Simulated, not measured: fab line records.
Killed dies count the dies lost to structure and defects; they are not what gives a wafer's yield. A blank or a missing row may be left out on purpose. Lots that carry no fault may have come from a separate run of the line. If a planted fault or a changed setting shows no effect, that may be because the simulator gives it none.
fab line records	flow sky130
[record] lots = 24	wafers = 72	last-day = 50
route steps=708 shown FIELD_ISO@16 LOCAL_INTERCONNECT@402 VIA2@523 METAL3@536 CAPM@538 VIA4@659
lots with no fault: from the same line, run without faults
start-h: the number of hours between the record's first day and the start of the first shown wafer of the lot	wait-h: how many hours have passed since the lot's step before this one	" repeats the value in the row above	L1.1+2: one row covering several wafers at once	- no value, or no start given	* or withheld: withheld	< > ~ a bound
route shown NAME@n: NAME is a module with steps in the file, n the number in the route of the first one	usual: mean/standard deviation of fault-free wafers	same: alike in all rows	chamber/n: place in a boat	sites: each site's reading	_std_site: their standard deviation	_edge_site: inner sites' mean taken away from outer sites' mean	radius-mm: for every site, how far away it sits from the centre of the wafer	mask NAME#n: copy n	behind: the tool/chamber that last shaped the wafer	hold: what put the lot on hold/how long, in hours/how the hold closed	device: which transistor (n, p or np) failed to switch	end of line: the route-end tests of the same wafers	a step given without rows: its recipe and nothing more	killed: not the wafer's yield, but the dies lost to structure and defects at the first sort	map: per-die view of a wafer (x killed, . not killed, _ where there is no die)
set.NAME: the setting the step ran with; set.NAME@STEP: the setting that earlier step ran with	model.NAME: the simulator's own value behind a step, which no gauge read
a sample of lots followed through the steps of the route, with each step as a table and each wafer as a row
services: from which hour (start-h, from the record's first day; less than 0 if before it) a tool's chamber was out of use, for how many hours, and why
[[steps]]
[step SKY_FIELD_ISO_ETCH_15]
[recipe] chemistry = CHF3/O2	target-depth-nm = 180	stop-on = Si	source-w = 600	bias-w = 200	pressure-mtorr = 40	chf3-flow-sccm = 50	O2_flow_sccm = 5	time-s = 72
[usual] drypump-motor-current-A = 6.0/0.42	oes-product-au = 0.947/0.0073	throttle-valve-pct = 8.844/0.0098
lot.wafer	tool	chamber	start-h	wait-h	drypump-motor-current-A	oes-product-au	rf-hours-counter-h	throttle-valve-pct
L074.1	rie-diel-03	2	32.63	0.0	6.2	0.948	129	8.828
L074.3	"	1	"	"	6.6	0.937	133	8.859
L074.5	"	2	"	"	6.2	0.944	-	8.844
L075.1	rie-diel-01	1	32.74	0.0	5.9	0.952	126	8.851
L075.3	"	0	"	"	6.2	0.947	161	8.851
L075.5	"	0	"	"	6.2	0.954	-	8.837
L076.2	rie-diel-03	2	45.54	0.0	6.2	0.946	129	8.844
L076.4	"	1	"	"	6.7	0.952	133	8.850
L076.5	"	1	"	"	6.7	0.946	-	8.831
L077.1	rie-diel-01	3	47.03	0.0	5.2	0.944	130	8.837
L077.4	"	1	"	"	5.9	0.944	126	8.850
L077.6	"	3	"	"	5.2	0.936	-	8.833
L078.2	rie-diel-03	2	50.98	0.0	6.2	0.948	129	8.850
L078.3	"	1	"	"	6.7	0.933	133	8.843
L078.4	"	3	"	"	5.8	0.936	86	8.836
L079.2	rie-diel-02	2	56.63	0.0	5.7	0.948	144	8.830
L079.3	"	0	"	"	6.2	0.949	142	8.845
L079.5	"	1	"	"	5.7	0.949	-	8.862
L080.3	rie-diel-03	1	62.78	0.0	6.7	0.956	134	8.839
L080.5	"	2	"	"	6.2	0.948	-	8.855
L080.6	"	3	"	"	5.7	0.953	-	8.841
L082.2	rie-diel-01	3	68.93	0.0	5.2	0.948	131	8.848
L082.3	"	2	"	"	6.4	0.956	72	8.842
L082.4	"	0	"	"	6.2	0.954	162	8.846
L081.1	rie-diel-03	3	69.53	0.0	5.7	0.938	87	8.861
L081.3	"	2	"	"	6.2	0.937	130	8.827
L081.4	"	0	"	"	6.1	0.935	33	8.830
L083.3	rie-diel-01	1	78.44	0.0	5.9	0.947	127	8.851
L083.4	"	3	"	"	5.2	0.944	131	8.833
L083.6	"	0	"	"	6.2	0.950	-	8.843
L084.1	rie-diel-03	3	85.23	0.0	5.7	0.951	87	8.839
L084.2	"	2	"	"	6.2	0.943	130	8.830
L084.5	"	1	"	"	6.7	0.949	-	8.840
L086.2	rie-diel-03	2	91.68	0.0	6.1	0.939	130	8.853
L086.3	"	3	"	"	5.8	0.952	87	8.849
L086.5	"	1	"	"	6.7	0.941	-	8.844
L085.1	rie-diel-02	2	91.98	0.0	5.7	0.942	144	8.852
L085.3	"	3	"	"	5.5	0.938	27	8.841
L085.6	"	3	"	"	5.6	0.953	-	8.832
L087.1	rie-diel-03	3	96.94	0.0	5.7	0.950	87	8.851
L087.2	"	2	"	"	6.2	0.935	130	8.830
L087.4	"	2	"	"	6.2	0.939	-	8.829
L088.3	rie-diel-01	1	101.29	0.0	5.9	0.945	127	8.854
L088.5	"	1	"	"	5.9	0.949	-	8.845
L088.6	"	2	"	"	6.5	0.956	-	8.843
L089.1	rie-diel-01	1	106.33	0.0	5.9	0.965	127	8.836
L089.2	"	3	"	"	5.2	0.955	132	8.853
L089.4	"	0	"	"	6.2	0.947	163	8.846
L090.1	rie-diel-02	0	111.43	0.0	6.2	0.952	143	8.856
L090.3	"	1	"	"	5.7	0.950	64	8.837
L090.6	"	1	"	"	5.7	0.951	-	8.849
L091.3	rie-diel-03	0	117.93	0.0	6.1	0.950	33	8.821
L091.5	"	2	"	"	6.2	0.939	-	8.861
L091.6	"	1	"	"	6.7	0.949	-	8.842
L092.2	rie-diel-02	0	122.53	0.0	6.2	0.941	143	8.855
L092.3	"	1	"	"	5.7	0.937	64	8.859
L092.6	"	0	"	"	6.2	0.958	-	8.848
L093.2	rie-diel-03	0	130.13	0.0	6.1	0.945	33	8.833
L093.4	"	2	"	"	6.2	0.948	131	8.852
L093.6	"	0	"	"	6.1	0.952	-	8.852
L094.2	rie-diel-01	3	134.08	0.0	5.2	0.955	132	8.846
L094.3	"	2	"	"	6.4	0.952	73	8.832
L094.4	"	2	"	"	6.4	0.947	-	8.856
L095.2	rie-diel-01	2	140.79	0.0	6.4	0.946	74	8.852
L095.4	"	1	"	"	5.9	0.958	-	8.852
L095.5	"	3	"	"	5.2	0.965	-	8.860
L096.1	rie-diel-01	2	144.64	0.0	6.4	0.960	74	8.853
L096.5	"	0	"	"	6.2	0.956	-	8.827
L096.6	"	3	"	"	5.2	0.955	-	8.845
L097.2	rie-diel-02	2	147.38	0.0	5.8	0.961	145	8.845
L097.5	"	2	"	"	5.8	0.949	-	8.852
L097.6	"	3	"	"	5.5	0.946	-	8.835
[step SKY_LOCAL_INTERCONNECT_STRIP_15]
[recipe] chemistry = O2/N2	power-w = 1400	pressure-mtorr = 1500	platen-temp-c = withheld	o2-flow-sccm = 3000	n2-flow-sccm = 300	overash-fraction = 0.5
[usual] drypump-motor-current-A = 5.55/0.26	oes-product-au = 0.427/0.005	strip-time-to-endpoint-s = 4.719/0.019
lot.wafer	tool	chamber	start-h	wait-h	drypump-motor-current-A	oes-product-au	rf-hours-counter-h	strip-time-to-endpoint-s
L074.1	plasma-asher-03	1	722.29	0.0	5.74	0.436	27	4.713
L074.3	"	0	"	"	5.63	0.431	-	4.709
L074.5	"	1	"	"	5.74	0.421	-	4.706
L075.1	plasma-asher-03	0	723.54	0.0	5.62	0.427	27	4.770
L075.3	"	0	"	"	5.62	0.421	-	4.753
L075.5	"	1	"	"	5.75	0.426	-	4.753
L076.2	plasma-asher-03	1	750.34	0.0	5.76	0.430	30	4.721
L076.4	"	0	"	"	5.62	0.428	-	4.716
L076.5	"	1	"	"	5.73	0.433	-	4.723
L077.1	plasma-asher-02	1	750.50	0.0	5.88	0.431	59	4.738
L077.4	"	0	"	"	5.55	0.429	-	4.724
L077.6	"	1	"	"	5.85	0.426	-	4.712
L078.2	plasma-asher-01	1	756.29	0.0	5.11	0.426	100	4.728
L078.3	"	0	"	"	5.72	0.425	-	4.723
L078.4	"	1	"	"	5.11	0.426	-	4.700
L079.2	plasma-asher-02	0	761.09	0.0	5.58	0.430	60	4.703
L079.3	"	0	"	"	5.55	0.428	-	4.706
L079.5	"	1	"	"	5.86	0.428	-	4.719
L082.2	plasma-asher-01	1	769.04	0.0	5.11	0.423	101	4.711
L082.3	"	1	"	"	5.11	0.423	-	4.730
L082.4	"	0	"	"	5.71	0.428	-	4.730
L080.3	plasma-asher-01	0	771.67	0.1	5.70	0.422	-	4.683
L080.5	"	0	"	"	5.69	0.429	-	4.691
L080.6	"	1	"	"	5.10	0.433	-	4.692
L081.1	plasma-asher-03	1	772.30	0.0	5.75	0.431	32	4.714
L081.3	"	1	"	"	5.76	0.432	-	4.711
L081.4	"	0	"	"	5.62	0.424	-	4.704
L083.3	plasma-asher-01	1	776.97	0.1	5.10	0.430	-	4.726
L083.4	"	0	"	"	5.74	0.427	-	4.717
L083.6	"	0	"	"	5.73	0.434	-	4.694
L084.1	plasma-asher-01	1	788.40	0.0	5.11	0.433	103	4.738
L084.2	"	0	"	"	5.72	0.421	103	4.732
L084.5	"	1	"	"	5.11	0.430	-	4.725
L086.2	plasma-asher-01	0	799.20	0.0	5.69	0.420	104	4.699
L086.3	"	1	"	"	5.12	0.423	-	4.713
L086.5	"	0	"	"	5.71	0.425	-	4.709
L085.1	plasma-asher-01	0	802.19	0.0	5.69	0.424	105	4.727
L085.3	"	1	"	"	5.10	0.434	-	4.717
L085.6	"	0	"	"	5.70	0.422	-	4.715
L087.1	plasma-asher-02	1	805.49	0.0	5.84	0.428	65	4.695
L087.2	"	0	"	"	5.62	0.435	65	4.679
L087.4	"	1	"	"	5.87	0.429	-	4.722
L088.3	plasma-asher-01	0	817.33	0.1	5.71	0.426	-	4.726
L088.5	"	0	"	"	5.69	0.424	-	4.728
L088.6	"	1	"	"	5.09	0.421	-	4.725
L089.1	plasma-asher-03	0	845.74	0.0	5.60	0.443	40	4.734
L089.2	"	1	"	"	5.74	0.422	40	4.726
L089.4	"	1	"	"	5.74	0.426	-	4.741
L091.3	plasma-asher-03	0	846.77	0.1	5.61	0.427	-	4.729
L091.5	"	1	"	"	5.73	0.421	-	4.729
L091.6	"	0	"	"	5.61	0.426	-	4.743
L090.1	plasma-asher-01	1	847.35	0.0	5.11	0.423	109	4.731
L090.3	"	0	"	"	5.71	0.420	-	4.746
L090.6	"	1	"	"	5.12	0.433	-	4.736
L092.2	plasma-asher-03	1	847.69	0.0	5.76	0.433	40	4.665
L092.3	"	0	"	"	5.61	0.427	-	4.689
L092.6	"	1	"	"	5.75	0.421	-	4.686
L093.2	plasma-asher-01	1	853.80	0.1	5.11	0.429	110	4.726
L093.4	"	1	"	"	5.11	0.429	-	4.697
L093.6	"	0	"	"	5.70	0.424	-	4.717
L094.2	plasma-asher-01	0	866.05	0.1	5.71	0.410	111	4.734
L094.3	"	0	"	"	5.70	0.435	-	4.714
L094.4	"	1	"	"	5.09	0.426	-	4.728
L095.2	plasma-asher-02	1	872.45	0.0	5.87	0.428	71	4.732
L095.4	"	0	"	"	5.53	0.422	-	4.757
L095.5	"	0	"	"	5.55	0.422	-	4.722
L096.1	plasma-asher-01	0	877.80	0.0	5.70	0.424	112	4.706
L096.5	"	0	"	"	5.70	0.431	-	4.715
L096.6	"	1	"	"	5.13	0.419	-	4.702
L097.2	plasma-asher-03	1	879.90	0.0	5.75	0.438	43	4.732
L097.5	"	1	"	"	5.76	0.429	-	4.726
L097.6	"	0	"	"	5.62	0.428	-	4.732
[step SKY_VIA2_STRIP_16]
[recipe] chemistry = O2/N2	power-w = 1400	pressure-mtorr = 1500	platen-temp-c = withheld	o2-flow-sccm = 3000	n2-flow-sccm = 300	overash-fraction = 0.5
[usual] drypump-motor-current-A = 5.7/0.31	oes-product-au = 0.398/0.0047	strip-time-to-endpoint-s = 4.031/0.023
lot.wafer	tool	chamber	start-h	wait-h	drypump-motor-current-A	oes-product-au	rf-hours-counter-h	strip-time-to-endpoint-s
L074.1	plasma-asher-04	1	864.63	0.0	6.1	0.394	12	4.032
L074.3	"	0	"	"	5.8	0.403	-	3.996
L074.5	"	1	"	"	6.1	0.408	-	4.025
L075.1	plasma-asher-02	1	864.75	0.0	5.8	0.397	70	4.039
L075.3	"	0	"	"	5.5	0.396	-	4.051
L075.5	"	1	"	"	5.8	0.408	-	4.057
L076.2	plasma-asher-04	0	888.78	0.0	5.8	0.401	14	4.043
L076.4	"	1	"	"	6.1	0.398	-	4.021
L076.5	"	0	"	"	5.8	0.402	-	4.029
L077.1	plasma-asher-01	0	890.24	0.0	5.7	0.400	113	4.037
L077.4	"	1	"	"	5.1	0.398	-	4.043
L077.6	"	1	"	"	5.1	0.390	-	4.042
L078.2	plasma-asher-01	1	895.34	0.0	5.1	0.392	114	4.034
L078.3	"	1	"	"	5.1	0.406	-	4.018
L078.4	"	0	"	"	5.7	0.402	-	4.045
L079.2	plasma-asher-02	0	899.48	0.0	5.6	0.386	73	3.985
L079.3	"	0	"	"	5.6	0.397	-	3.969
L079.5	"	1	"	"	5.9	0.389	-	3.968
L082.2	plasma-asher-02	0	907.69	0.0	5.6	0.398	74	4.039
L082.3	"	1	"	"	5.9	0.402	-	4.029
L082.4	"	0	"	"	5.5	0.395	-	4.035
L080.3	plasma-asher-01	0	908.86	0.1	5.7	0.399	-	4.009
L080.5	"	1	"	"	5.1	0.399	-	4.030
L080.6	"	0	"	"	5.7	0.408	-	4.035
L081.1	plasma-asher-04	0	912.68	0.0	5.8	0.393	17	3.979
L081.3	"	0	"	"	5.8	0.395	-	4.034
L081.4	"	1	"	"	6.2	0.400	-	4.021
L083.3	plasma-asher-02	0	913.71	0.1	5.6	0.399	-	4.028
L083.4	"	1	"	"	5.8	0.396	-	3.996
L083.6	"	1	"	"	5.9	0.399	-	4.035
L084.1	plasma-asher-04	1	924.83	0.0	6.1	0.392	18	3.997
L084.2	"	0	"	"	5.8	0.393	18	4.058
L084.5	"	1	"	"	6.1	0.398	-	4.067
L086.2	plasma-asher-01	0	934.29	0.0	5.7	0.405	117	4.033
L086.3	"	1	"	"	5.1	0.397	-	4.034
L086.5	"	0	"	"	5.7	0.396	-	4.050
L085.1	plasma-asher-02	0	937.58	0.0	5.6	0.400	77	4.088
L085.3	"	1	"	"	5.9	0.402	-	4.047
L085.6	"	0	"	"	5.6	0.402	-	4.072
L087.1	plasma-asher-04	0	940.43	0.0	5.8	0.397	20	4.039
L087.2	"	1	"	"	6.1	0.395	20	4.030
L087.4	"	1	"	"	6.1	0.396	-	4.017
L088.3	plasma-asher-02	1	950.18	0.1	5.9	0.395	-	4.032
L088.5	"	0	"	"	5.6	0.398	-	4.012
L088.6	"	1	"	"	5.8	0.411	-	4.036
L089.1	plasma-asher-04	0	976.33	0.0	5.8	0.394	24	4.074
L089.2	"	1	"	"	6.1	0.399	24	4.081
L089.4	"	1	"	"	6.2	0.404	-	4.063
L091.3	plasma-asher-02	1	976.71	0.1	5.9	0.403	-	4.037
L091.5	"	1	"	"	5.8	0.397	-	4.035
L091.6	"	0	"	"	5.6	0.401	-	4.031
L090.1	plasma-asher-04	0	977.38	0.0	5.8	0.402	24	3.987
L090.3	"	1	"	"	6.1	0.400	-	4.024
L090.6	"	1	"	"	6.1	0.397	-	4.022
L092.2	plasma-asher-01	0	977.73	0.0	5.7	0.398	121	4.025
L092.3	"	1	"	"	5.1	0.393	-	4.052
L092.6	"	1	"	"	5.1	0.402	-	4.058
L093.2	plasma-asher-01	0	985.95	0.0	5.7	0.389	121	4.013
L093.4	"	1	"	"	5.1	0.401	-	4.045
L093.6	"	1	"	"	5.1	0.398	-	4.049
L094.2	plasma-asher-04	1	996.38	0.0	6.2	0.404	26	3.994
L094.3	"	1	"	"	6.2	0.402	-	4.023
L094.4	"	0	"	"	5.8	0.399	-	4.006
L095.2	plasma-asher-02	0	1004.67	0.0	5.6	0.400	83	4.021
L095.4	"	1	"	"	5.9	0.400	-	4.017
L095.5	"	0	"	"	5.6	0.401	-	4.028
L096.1	plasma-asher-04	0	1006.94	0.0	5.9	0.404	27	4.047
L096.5	"	0	"	"	5.9	0.404	-	4.048
L096.6	"	1	"	"	6.2	0.400	-	4.023
L097.2	plasma-asher-01	0	1008.79	0.0	5.7	0.395	123	4.050
L097.5	"	1	"	"	5.1	0.389	-	4.047
L097.6	"	0	"	"	5.7	0.407	-	4.024
[step SKY_METAL3_SPUTTER_04]
[recipe] material = TiN	target-thk-nm = 70	power-w = 6500	time-s = 58.3	chamber-pressure-pa = 0.4
[usual] throttle-valve-pct = 30.0/1.2
lot.wafer	tool	chamber	start-h	wait-h	throttle-valve-pct
L074.1	pvd-sputter-03	-	866.00	0.0	30.5
L074.3	"	-	"	"	31.2
L074.5	"	-	"	"	31.8
L075.1	pvd-sputter-02	-	866.30	0.0	29.2
L075.3	"	-	"	"	31.5
L075.5	"	-	"	"	29.2
L076.2	pvd-sputter-02	-	890.91	0.0	29.6
L076.4	"	-	"	"	31.8
L076.5	"	-	"	"	29.5
L077.1	pvd-sputter-03	-	891.61	0.0	31.5
L077.4	"	-	"	"	30.4
L077.6	"	-	"	"	30.5
L078.2	pvd-sputter-02	-	896.72	0.0	29.4
L078.3	"	-	"	"	28.2
L078.4	"	-	"	"	29.2
L079.2	pvd-sputter-02	-	900.88	0.0	29.1
L079.3	"	-	"	"	28.2
L079.5	"	-	"	"	28.1
L082.2	pvd-sputter-01	-	909.10	0.0	30.3
L082.3	"	-	"	"	30.2
L082.4	"	-	"	"	28.0
L080.3	pvd-sputter-01	-	910.24	0.0	27.9
L080.5	"	-	"	"	28.2
L080.6	"	-	"	"	30.6
L081.1	pvd-sputter-01	-	914.10	0.0	28.1
L081.3	"	-	"	"	30.5
L081.4	"	-	"	"	30.2
L083.3	pvd-sputter-03	-	915.29	0.0	31.5
L083.4	"	-	"	"	30.5
L083.6	"	-	"	"	30.3
L084.1	pvd-sputter-03	-	926.35	0.0	30.4
L084.2	"	-	"	"	30.4
L084.5	"	-	"	"	31.0
L086.2	pvd-sputter-01	-	935.66	0.0	30.1
L086.3	"	-	"	"	30.8
L086.5	"	-	"	"	28.0
L085.1	pvd-sputter-01	-	938.95	0.0	28.1
L085.3	"	-	"	"	30.4
L085.6	"	-	"	"	28.2
L087.1	pvd-sputter-02	-	941.82	0.0	28.1
L087.2	"	-	"	"	31.7
L087.4	"	-	"	"	29.0
L088.3	pvd-sputter-03	-	951.52	0.0	30.6
L088.5	"	-	"	"	30.8
L088.6	"	-	"	"	31.2
L089.1	pvd-sputter-01	-	977.70	0.0	30.0
L089.2	"	-	"	"	30.6
L089.4	"	-	"	"	30.4
L091.3	pvd-sputter-01	-	978.30	0.0	30.4
L091.5	"	-	"	"	29.9
L091.6	"	-	"	"	30.5
L090.1	pvd-sputter-02	-	978.75	0.0	28.1
L090.3	"	-	"	"	32.0
L090.6	"	-	"	"	28.2
L092.2	pvd-sputter-02	-	979.35	0.0	28.6
L092.3	"	-	"	"	29.3
L092.6	"	-	"	"	29.4
L093.2	pvd-sputter-03	-	987.51	0.0	31.3
L093.4	"	-	"	"	31.2
L093.6	"	-	"	"	30.1
L094.2	pvd-sputter-02	-	997.79	0.0	28.2
L094.3	"	-	"	"	29.1
L094.4	"	-	"	"	31.8
L095.2	pvd-sputter-01	-	1006.37	0.0	30.5
L095.4	"	-	"	"	28.0
L095.5	"	-	"	"	30.7
L096.1	pvd-sputter-02	-	1008.34	0.0	31.7
L096.5	"	-	"	"	29.3
L096.6	"	-	"	"	31.7
L097.2	pvd-sputter-02	-	1010.20	0.0	29.0
L097.5	"	-	"	"	31.7
L097.6	"	-	"	"	28.9
[step SKY_CAPM_THK_MEAS_01]
[recipe] reads = SiO2_of_CAPM_CVD_00
[usual] CAPM_CVD_00_THK = 15.50/0.23
lot.wafer	tool	chamber	start-h	wait-h	CAPM_CVD_00_THK[nm]
L074.1	film-metro-02	-	866.07	-	15.56
L074.3	"	-	"	"	15.81
L074.5	"	-	"	"	15.94
L075.1	film-metro-01	-	866.40	-	15.24
L075.3	"	-	"	"	15.18
L075.5	"	-	"	"	15.42
L076.2	film-metro-02	-	890.99	-	15.37
L076.4	"	-	"	"	15.52
L076.5	"	-	"	"	15.60
L077.1	film-metro-03	-	891.68	-	15.67
L077.4	"	-	"	"	15.90
L077.6	"	-	"	"	15.94
L078.2	film-metro-02	-	896.80	-	15.45
L078.3	"	-	"	"	15.56
L078.4	"	-	"	"	15.80
L079.2	film-metro-01	-	900.96	-	15.29
L079.3	"	-	"	"	15.21
L079.5	"	-	"	"	15.34
L082.2	film-metro-02	-	909.18	-	15.33
L082.3	"	-	"	"	15.48
L082.4	"	-	"	"	15.78
L080.3	film-metro-01	-	910.33	-	15.58
L080.5	"	-	"	"	15.49
L080.6	"	-	"	"	15.64
L081.1	film-metro-02	-	914.17	-	14.96
L081.3	"	-	"	"	15.18
L081.4	"	-	"	"	15.77
L083.3	film-metro-03	-	915.38	-	15.52
L083.4	"	-	"	"	15.73
L083.6	"	-	"	"	15.78
L084.1	film-metro-02	-	926.42	-	15.33
L084.2	"	-	"	"	15.37
L084.5	"	-	"	"	15.59
L086.2	film-metro-03	-	935.74	-	15.14
L086.3	"	-	"	"	15.47
L086.5	"	-	"	"	15.84
L085.1	film-metro-01	-	939.02	-	15.54
L085.3	"	-	"	"	15.42
L085.6	"	-	"	"	15.64
L087.1	film-metro-01	-	941.89	-	15.55
L087.2	"	-	"	"	15.49
L087.4	"	-	"	"	15.92
L088.3	film-metro-03	-	951.61	-	15.13
L088.5	"	-	"	"	15.56
L088.6	"	-	"	"	15.77
L089.1	film-metro-01	-	977.77	-	15.23
L089.2	"	-	"	"	15.25
L089.4	"	-	"	"	15.65
L091.3	film-metro-02	-	978.39	-	15.60
L091.5	"	-	"	"	16.01
L091.6	"	-	"	"	15.67
L090.1	film-metro-02	-	978.82	-	15.15
L090.3	"	-	"	"	14.99
L090.6	"	-	"	"	15.24
L092.2	film-metro-01	-	979.43	-	15.56
L092.3	"	-	"	"	15.45
L092.6	"	-	"	"	15.78
L093.2	film-metro-01	-	987.59	-	15.18
L093.4	"	-	"	"	15.55
L093.6	"	-	"	"	15.28
L094.2	film-metro-01	-	997.87	-	15.44
L094.3	"	-	"	"	15.32
L094.4	"	-	"	"	15.37
L095.2	film-metro-01	-	1006.46	-	15.64
L095.4	"	-	"	"	15.53
L095.5	"	-	"	"	15.68
L096.1	film-metro-03	-	1008.43	-	15.57
L096.5	"	-	"	"	15.75
L096.6	"	-	"	"	15.86
L097.2	film-metro-03	-	1010.28	-	15.18
L097.5	"	-	"	"	15.64
L097.6	"	-	"	"	15.37
[step SKY_VIA4_THK_MEAS_20]
[recipe] thk-meas-gauge = xrf	reads = W_of_VIA4_CVD_18
[usual] VIA4_W_THK = 513/8.2
lot.wafer	tool	chamber	start-h	wait-h	VIA4_W_THK[nm]
L074.1	film-metro-02	-	1019.16	0.1	514
L074.3	"	-	"	"	512
L074.5	"	-	"	"	514
L075.1	film-metro-02	-	1020.06	0.1	511
L075.3	"	-	"	"	516
L075.5	"	-	"	"	513
L076.2	film-metro-03	-	1037.86	0.1	512
L076.4	"	-	"	"	506
L076.5	"	-	"	"	509
L077.1	film-metro-02	-	1039.87	0.1	535
L077.4	"	-	"	"	527
L077.6	"	-	"	"	525
L078.2	film-metro-03	-	1045.72	0.1	513
L078.3	"	-	"	"	513
L078.4	"	-	"	"	511
L079.2	film-metro-02	-	1048.42	0.1	512
L079.3	"	-	"	"	512
L079.5	"	-	"	"	519
L082.2	film-metro-04	-	1056.17	0.1	501
L082.3	"	-	"	"	504
L082.4	"	-	"	"	512
L080.3	film-metro-03	-	1057.74	0.1	511
L080.5	"	-	"	"	512
L080.6	"	-	"	"	506
L081.1	film-metro-03	-	1058.82	0.1	509
L081.3	"	-	"	"	511
L081.4	"	-	"	"	509
L083.3	film-metro-03	-	1059.66	0.1	508
L083.4	"	-	"	"	512
L083.6	"	-	"	"	508
L084.1	film-metro-04	-	1068.61	0.1	507
L084.2	"	-	"	"	506
L084.5	"	-	"	"	507
L086.2	film-metro-02	-	1078.35	0.1	538
L086.3	"	-	"	"	524
L086.5	"	-	"	"	529
L085.1	film-metro-03	-	1081.26	0.1	513
L085.3	"	-	"	"	515
L085.6	"	-	"	"	510
L087.1	film-metro-02	-	1084.35	0.1	512
L087.2	"	-	"	"	509
L087.4	"	-	"	"	507
L088.3	film-metro-04	-	1093.44	0.1	507
L088.5	"	-	"	"	510
L088.6	"	-	"	"	510
L089.1	film-metro-02	-	1116.80	0.1	518
L089.2	"	-	"	"	514
L089.4	"	-	"	"	509
L091.3	film-metro-02	-	1117.67	0.1	513
L091.5	"	-	"	"	511
L091.6	"	-	"	"	527
L090.1	film-metro-04	-	1117.91	0.1	513
L090.3	"	-	"	"	511
L090.6	"	-	"	"	517
L092.2	film-metro-03	-	1117.94	0.1	509
L092.3	"	-	"	"	509
L092.6	"	-	"	"	507
L093.2	film-metro-03	-	1126.01	0.1	511
L093.4	"	-	"	"	507
L093.6	"	-	"	"	504
L094.2	film-metro-03	-	1133.71	0.1	514
L094.3	"	-	"	"	509
L094.4	"	-	"	"	517
L095.2	film-metro-03	-	1139.22	0.1	505
L095.4	"	-	"	"	505
L095.5	"	-	"	"	506
L096.1	film-metro-02	-	1142.61	0.1	534
L096.5	"	-	"	"	534
L096.6	"	-	"	"	527
L097.2	film-metro-03	-	1144.51	0.1	511
L097.5	"	-	"	"	510
L097.6	"	-	"	"	501
[[services]]
tool	chamber	start-h	hours	kind
pvd-sputter-02	-	33.86	2.6	repair
pvd-sputter-02	-	50.41	59.8	repair
rie-diel-03	0	90.66	8.2	repair
plasma-asher-02	-	108.75	9.0	pm
pvd-sputter-02	-	119.47	1.7	repair
rie-diel-03	-	132.95	2.8	pm
plasma-asher-02	-	133.83	28.1	pm
pvd-sputter-02	-	148.61	6.8	repair
plasma-asher-02	-	184.72	14.6	pm
plasma-asher-02	-	262.62	1.3	repair
plasma-asher-02	-	346.46	0.3	repair
plasma-asher-02	-	376.71	1.2	repair
plasma-asher-01	-	401.66	2.2	repair
plasma-asher-02	-	456.51	1.2	repair
plasma-asher-02	-	469.28	0.7	repair
plasma-asher-02	-	512.50	2.8	pm
plasma-asher-01	-	629.95	2.7	repair
plasma-asher-02	-	720.21	6.1	repair
plasma-asher-02	-	846.21	5.5	repair
plasma-asher-01	-	854.31	2.8	repair
plasma-asher-01	-	920.06	14.1	repair
plasma-asher-01	-	976.12	1.5	repair
plasma-asher-02	-	990.99	6.4	repair
plasma-asher-01	-	994.93	2.8	pm
[[key]]
fault none
